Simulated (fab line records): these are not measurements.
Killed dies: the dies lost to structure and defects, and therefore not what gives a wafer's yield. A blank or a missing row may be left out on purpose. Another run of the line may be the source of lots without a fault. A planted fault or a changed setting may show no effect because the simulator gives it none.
Struck lot and sound lot, side by side    flow sky130    19 steps out of a route of 708
Sound: wafers L804.1, L804.2, L804.4. Struck: wafers L807.3, L807.4, L807.5. The cause is named last.
Order at every step that has rows: each side's tool, ch and its chambers, its first start. Under that, the readings that differ: sound wafers    struck wafers    difference of the means    sigmas: that difference in standard deviations of wafers without a fault.
alike: readings with means less than 2 such deviations apart, plus words and numbers identical on both sides. not compared: withheld readings, readings lacking a value on some wafer, bounds such as >300 that could conceal the same value, and numbers that have no deviation in the record and whose values overlap.
A row with sigmas, a row that says differs or no value, or rows on one side alone: a step with any of these is where the two part. Non-overlapping numbers with no deviation appear without sigmas and do not part them. A reading that every wafer of one side lacks parts them only if that side has two wafers or more.

first, 4 steps without rows for these wafers: SKY_NWELL_SOFTBAKE_06; SKY_NWELL_EXPOSE_07 (exposes mask NWM, target cd 840 nm); SKY_NWELL_PEB_08; SKY_NWELL_DEVELOP_09 (develop time 60 s).
SKY_NWELL_OVL_MEAS_10:
  sound on overlay-02 at day 7 05:46; struck on overlay-02 at day 7 23:41
reading            sound        struck       difference  sigmas
NWELL_00_OVL (nm)  6.0 5.5 4.0  1.0 2.1 0.6  -3.9        -3
then, 3 steps without rows for these wafers: SKY_NWELL_IMPLANT_11; SKY_NWELL_IMPLANT_12; SKY_NWELL_IMPLANT_13.
SKY_NWELL_STRIP_14: strips in O2/N2.
  sound on plasma asher-04 ch 0,1, day 7 06:15; struck on plasma asher-04 ch 0,1, day 8 00:11
  alike: chamber pressure mTorr, drypump motor current A, n2 flow sccm, oes product au, strip time to endpoint s
  not compared: rf hours counter h
SKY_NWELL_TW_MEAS_15:
  sound on film metro-04 at day 7 06:21; struck on film metro-03 at day 8 00:16
  alike: NWELL_TW
then, 2 steps without rows for these wafers: SKY_NWELL_DEHYDRATE_16 (time 60 s); SKY_NWELL_HMDS_17 (prime time 60 s).
SKY_NWELL_COAT_18: resist thk 2985 nm.
  struck on litho track-02, day 8 10:19; sound on litho track-01 ch 0, day 7 15:46
  no value came back on the struck wafers for chill plate temp C (C), dispense pressure kPa (kPa), spin speed rpm (rpm); on the sound wafers chill plate temp C (C) reads 22.97 22.94 22.99
then, 4 steps without rows for these wafers: SKY_NWELL_SOFTBAKE_19; SKY_NWELL_EXPOSE_20 (exposes mask NWM COMPLEMENT, target cd 840 nm); SKY_NWELL_PEB_21; SKY_NWELL_DEVELOP_22 (develop time 60 s).
SKY_NWELL_OVL_MEAS_23:
  sound on overlay-01 at day 8 02:10; struck on overlay-01 at day 8 20:17
reading            sound           struck  difference                     sigmas
NWELL_01_OVL (nm)  -1.3 -0.6 -2.1  - - -   no value on the struck wafers  
then, 1 step without rows for these wafers: SKY_NWELL_IMPLANT_24.

## WHERE THEY PART
Last at SKY_NWELL_OVL_MEAS_23 as far as this record goes, first at SKY_NWELL_OVL_MEAS_10.

WHY: what the simulator had put in
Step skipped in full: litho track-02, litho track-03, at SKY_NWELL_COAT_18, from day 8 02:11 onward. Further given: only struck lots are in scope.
